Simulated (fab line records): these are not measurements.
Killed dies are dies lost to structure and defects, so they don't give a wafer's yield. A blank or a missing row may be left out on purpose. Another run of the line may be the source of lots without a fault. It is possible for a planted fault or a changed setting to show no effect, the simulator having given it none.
Chamber matching | flow sky130 | 4 sister chambers for SKY_POLY_GATE_ETCH_17 on rie si-02
The step etches poly-Si in HBr/Cl2, stops on SiO2, target depth 180 nm, time 70.5 s. 16 wafers are shown with their chamber, then 8 later ones without.

WAFERS WITH THEIR CHAMBER
wafer  | chamber | drypump motor current A (A) | mfc cl2 sccm (sccm) | oes product au (a.u.)
L634.1 | 0       | 6.3                         | 49.92               | 0.992
L634.2 | 1       | 5.6                         | 50.02               | 0.984
L634.6 | 0       | 6.3                         | 49.86               | 0.986
L640.2 | 3       | 6.0                         | 50.11               | 0.993
L640.5 | 3       | 5.9                         | 49.97               | 0.999
L640.6 | 2       | 5.4                         | 49.88               | 0.994
L641.1 | 0       | 6.3                         | 50.05               | 0.996
L641.2 | 1       | 5.6                         | 49.92               | 0.979
L641.6 | 3       | 6.0                         | 50.06               | 0.997
L642.2 | 0       | 6.3                         | 49.86               | 0.984
L642.4 | 1       | 5.6                         | 50.00               | 0.986
L642.6 | 0       | 6.3                         | 49.97               | 0.990
L644.2 | 3       | 6.0                         | 50.01               | 0.990
L644.4 | 1       | 5.6                         | 50.04               | 0.977
L644.6 | 3       | 5.9                         | 50.11               | 0.980
L645.1 | 3       | 6.0                         | 50.07               | 0.993

SIGNATURES, as means of the wafers listed above
reading                 | chamber 0 | chamber 1 | chamber 2 | chamber 3 | scatter within a chamber
drypump motor current A | 6.300     | 5.600     | 5.400     | 5.967     | 0.0333
mfc cl2 sccm            | 49.9320   | 49.9950   | 49.8800   | 50.0550   | 0.0644
oes product au          | 0.98960   | 0.98150   | 0.99400   | 0.99200   | 0.00554
Rule: a wafer's distance from a chamber is the root of the sum, over the readings, of the square of ((its reading less the chamber's mean) divided by the reading's scatter). The wafer belongs to the nearest chamber; if the next one is less than 2 further off, it can't be placed. The scatter is the square root of a quotient: the sum, over the shown wafers, of each reading's squared deviation from its chamber's mean, divided by wafers minus chambers.

WAFERS MISSING THEIR CHAMBER
wafer  | drypump motor current A (A) | mfc cl2 sccm (sccm) | oes product au (a.u.)
L645.4 | 5.6                         | 49.90               | 0.982
L645.5 | 5.9                         | 49.84               | 0.988
L648.1 | 6.0                         | 49.92               | 0.983
L648.4 | 5.6                         | 50.13               | 0.975
L648.6 | 5.9                         | 49.89               | 0.994
L656.4 | 5.4                         | 49.94               | 1.001
L656.5 | 6.3                         | 49.98               | 0.991
L656.6 | 5.9                         | 50.13               | 0.982

CHAMBER TAKEN BY EACH
wafer  | from the rows above | in truth
L645.4 | 1                   | 1
L645.5 | 3                   | 3
L648.1 | 3                   | 3
L648.4 | 1                   | 1
L648.6 | 3                   | 3
L656.4 | 2                   | 2
L656.5 | 0                   | 0
L656.6 | 3                   | 3
Correct placement for 8 of the 8. Not placeable from these rows: 0. Number placed wrongly: 0.
